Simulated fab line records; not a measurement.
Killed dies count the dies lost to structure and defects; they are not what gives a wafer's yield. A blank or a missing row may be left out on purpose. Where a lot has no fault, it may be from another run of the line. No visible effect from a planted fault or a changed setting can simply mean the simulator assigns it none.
Comparing a struck lot with a sound one :: flow sfq_line :: 43 out of 325 route steps
Sound: the wafers L514.1, L514.2, L514.3. Wafers L504.1, L504.2, L504.4 were the ones struck. The cause comes at the end.
For every step that has rows: the tool of each side, followed by ch and its chambers, followed by its first start. Under that, the readings that differ: sound wafers :: struck wafers :: difference of the means :: sigmas: that difference in standard deviations of wafers without a fault.
alike: a reading whose means differ by less than 2 such deviations, as well as words and numbers matching on both sides. not compared: withheld readings; readings where some wafer has no value; bounds like >300 that might hide an equal value; numbers whose values overlap and for which the record gives no deviation.
A row with sigmas, a row that says differs or no value, or rows on one side alone: a step with any of these is where the two part. Non-overlapping numbers with no deviation appear without sigmas and do not part them. A reading that every wafer of one side lacks parts them only if that side has two wafers or more.

SFQ_TRILAYER_JJ_CE_BARC_OPEN_RIE_150: chemistry O2, target BARC, target depth 240 nm, time 80 s.
  sound on rie_metal-01 ch 0,1, day 66 15:29; struck on rie_metal-04 ch 0,1, day 62 20:54
reading: drypump_motor_current_A (A)
sound: 5.4 5.6 5.6
struck: 6.5 6.7 6.5
difference: +1.0
sigmas: +2
  alike: oes_product_au, rf_fwd_power_W
  not compared: rf_hours_counter_h
then, 10 steps without rows for these wafers: SFQ_TRILAYER_JJ_CE_ETCH_RIE_118 (chemistry SF6, target Nb, stops on Al2O3, time 97.7 s, target depth 170 nm); SFQ_TRILAYER_JJ_ANODIZE_ANODIZE_119; SFQ_TRILAYER_JJ_CE_STRIP_STRIP_120 (strips in O2); SFQ_TRILAYER_JJ_CE_STRIP_SOLV_CLEAN_121 (cleans in NMP, time 600 s); SFQ_TRILAYER_M5_LITHO_COAT_128 (resist thk 62 nm); SFQ_TRILAYER_M5_LITHO_COAT_123 (resist thk 600 nm); SFQ_TRILAYER_M5_LITHO_SOFTBAKE_127; SFQ_TRILAYER_M5_LITHO_EXPOSE_124 (exposes mask M5, target cd 700 nm); SFQ_TRILAYER_M5_LITHO_PEB_126 (peb time 60 s); SFQ_TRILAYER_M5_LITHO_DEVELOP_125 (time 60 s).
-- the record jumps here: 5 days lie between the struck wafers' starts before and after --
SFQ_M5_OVL_MEAS_932:
  sound on overlay-01, day 70 09:37; struck on overlay-02, day 67 13:13
  alike: M5_OVL
SFQ_TRILAYER_M5_BARC_OPEN_METAL_ETCH_161: etches BARC in O2, target depth 125 nm, time 41.7 s.
  sound on rie_metal-02 ch 0,1, day 70 09:39; struck on rie_metal-03 ch 0,1, day 67 13:15
  no value came back on the struck wafers for any of 5 readings (bias_w (W), chamber_pressure_mTorr (mTorr) and others); on the sound wafers bias_w (W) reads 80.52 79.81 79.40
reading: model.KrF_of_TRILAYER_M5_LITHO_COAT_123.thk_nm (nm)
sound: 524 523.1 524.1
struck: 574.4 572.9 572.4
difference: +49.5
sigmas: 
  not compared: rf_hours_counter_h
SFQ_TRILAYER_M5_ETCH_METAL_ETCH_126: etches Nb in Cl2/BCl3, stops on SiO2, time 203.2 s, target depth 265 nm.
  sound on rie_metal-02 ch 0,1, day 70 09:43; struck on rie_metal-03 ch 0,1, day 67 13:19
reading: oes_product_au (a.u.)
sound: 0.727 0.726 0.730
struck: 0.375 0.377 0.374
difference: -0.352
sigmas: -61

reading: model.KrF_of_TRILAYER_M5_LITHO_COAT_123.thk_nm (nm)
sound: 369.4 371.4 371.7
struck: 418.1 416.1 417.3
difference: +46.3
sigmas: 
  alike: bias_w, chamber_pressure_mTorr, drypump_motor_current_A, rf_fwd_power_W
  not compared: rf_hours_counter_h
then, 2 steps without rows for these wafers: SFQ_TRILAYER_M5_STRIP_STRIP_127 (strips in O2); SFQ_TRILAYER_M5_STRIP_SOLV_CLEAN_128 (cleans in NMP, time 600 s).
SFQ_TRILAYER_A5B_DEP_PECVD_129: deposits SiO2 from SiH4/N2O, time 133.33 s, target thk 600 nm.
  sound on pecvd-01 ch 0,1,2, day 70 10:41; struck on pecvd-03 ch 0,1,2, day 67 14:17
  alike: heater_power_w, rf_fwd_power_W, susceptor_temp_C, throttle_valve_pct
then, 2 steps without rows for these wafers: SFQ_TRILAYER_A5B_CMP_CMP_130 (polishes, stops on Nb, target thk 340.7 nm); SFQ_TRILAYER_A5B_METRO_MEASURE_131.
SFQ_TRILAYER_R5_DEP_SPUTTER_132: material Ti, target thk 5 nm, time 5 s.
  sound on pvd_sputter-04, day 70 16:49; struck on pvd_sputter-04, day 68 00:25
  alike: throttle_valve_pct
SFQ_TRILAYER_R5_DEP_SPUTTER_133: material MoNx, target thk 40 nm, time 66.7 s.
  sound on pvd_sputter-04, day 70 16:50; struck on pvd_sputter-04, day 68 00:26
  alike: throttle_valve_pct
then, 1 step without rows for these wafers: SFQ_TRILAYER_R5_DEP_SPUTTER_134 (material Ti, target thk 5 nm, time 5 s).
SFQ_R5_RS_MEAS_933: measures by four-point-probe.
  sound on film_metro-04, day 70 16:54; struck on film_metro-01, day 68 00:31
  alike: R5_MONX_RS
SFQ_R5_THK_MEAS_934: measures by xrf.
  sound on film_metro-04, day 70 17:01; struck on film_metro-01, day 68 00:38
reading: R5_MONX_THK (nm)
sound: 41.1 40.6 40.4
struck: 39.7 39.8 39.6
difference: -1.0
sigmas: -2
then, 3 steps without rows for these wafers: SFQ_TRILAYER_R5_LITHO_COAT_141 (resist thk 62 nm); SFQ_TRILAYER_R5_LITHO_COAT_136 (resist thk 600 nm); SFQ_TRILAYER_R5_LITHO_SOFTBAKE_140.
-- the record jumps here: 4 days lie between the struck wafers' starts before and after --
SFQ_TRILAYER_R5_LITHO_EXPOSE_137: exposes mask R5, target cd 500 nm.
  struck on krf_scanner-01, day 72 10:34; sound on krf_scanner-01 ch 0, day 74 17:46
  no value came back on the struck wafers for exposure_dose_mJ_cm2, focus_offset_nm (nm); on the sound wafers exposure_dose_mJ_cm2 reads 14.395 14.411 14.386
  alike: mask
then, 2 steps without rows for these wafers: SFQ_TRILAYER_R5_LITHO_PEB_139 (peb time 60 s); SFQ_TRILAYER_R5_LITHO_DEVELOP_138 (time 60 s).
SFQ_R5_OVL_MEAS_935:
  sound on overlay-01, day 74 19:16; struck on overlay-01, day 72 12:04
reading: R5_OVL (nm)
sound: -7 -16 -12
struck: - - -
difference: no value on the struck wafers
sigmas: 
SFQ_TRILAYER_R5_BARC_OPEN_METAL_ETCH_177: etches BARC in O2, target depth 125 nm, time 41.7 s.
  sound on rie_metal-04 ch 0,1, day 74 19:18; struck on rie_metal-04 ch 0,1, day 72 12:06
  alike: bias_w, chamber_pressure_mTorr, drypump_motor_current_A, oes_product_au, rf_fwd_power_W
  not compared: rf_hours_counter_h
then, 9 steps without rows for these wafers: SFQ_TRILAYER_R5_ETCH_METAL_ETCH_139 (etches the open film in Cl2, stops on SiO2, target depth 60 nm, time 40 s); SFQ_TRILAYER_R5_STRIP_STRIP_140 (strips in O2); SFQ_TRILAYER_R5_STRIP_SOLV_CLEAN_141 (cleans in NMP, time 600 s); SFQ_TRILAYER_A5C_DEP_PECVD_142 (deposits SiO2 from SiH4/N2O, time 15.556 s, target thk 70 nm); SFQ_TRILAYER_I5_LITHO_COAT_149 (resist thk 62 nm); SFQ_TRILAYER_I5_LITHO_COAT_144 (resist thk 650 nm); SFQ_TRILAYER_I5_LITHO_SOFTBAKE_148; SFQ_TRILAYER_I5_LITHO_PEB_147 (peb time 60 s); SFQ_TRILAYER_I5_LITHO_DEVELOP_146 (time 60 s).
SFQ_TRILAYER_I5_ETCH_VIA_ETCH_147: etches the open film in CHF3, stops on Nb, target depth 360 nm.
  sound on rie_diel-01 ch 0,2,3, day 74 22:40; struck on rie_diel-04 ch 0,2,3, day 72 15:37
reading: oes_product_au (a.u.)
sound: 0.975 0.980 0.991
struck: 0.375 0.366 0.380
difference: -0.608
sigmas: -99 or more
  alike: bias_w, chamber_pressure_mTorr, drypump_motor_current_A, rf_fwd_power_W
-- the record jumps here: 17 days lie between the struck wafers' starts before and after --
SFQ_M8_BOW_MEAS_951:
  sound on film_metro-01, day 91 16:08; struck on film_metro-01, day 89 17:48
reading: model.etest.m5.comb_log10_ohm
sound: 12 12 12
struck: 0 0 0
difference: -12
sigmas: 

reading: model.etest.r5.comb_log10_ohm
sound: 12 12 12
struck: 0 0 0
difference: -12
sigmas: 

reading: model.etest.jj.g_times
sound: 1.003 0.9974 1.002
struck: 0 0 0
difference: -1
sigmas: 
  alike: M8_BOW

## WHERE THEY PART
At SFQ_TRILAYER_JJ_CE_BARC_OPEN_RIE_150 first; at SFQ_TRILAYER_I5_ETCH_VIA_ETCH_147 last (within this record only). Later steps at which nothing parts them and some readings are alike: SFQ_M8_BOW_MEAS_951.

WHY: what had been put in by the simulator
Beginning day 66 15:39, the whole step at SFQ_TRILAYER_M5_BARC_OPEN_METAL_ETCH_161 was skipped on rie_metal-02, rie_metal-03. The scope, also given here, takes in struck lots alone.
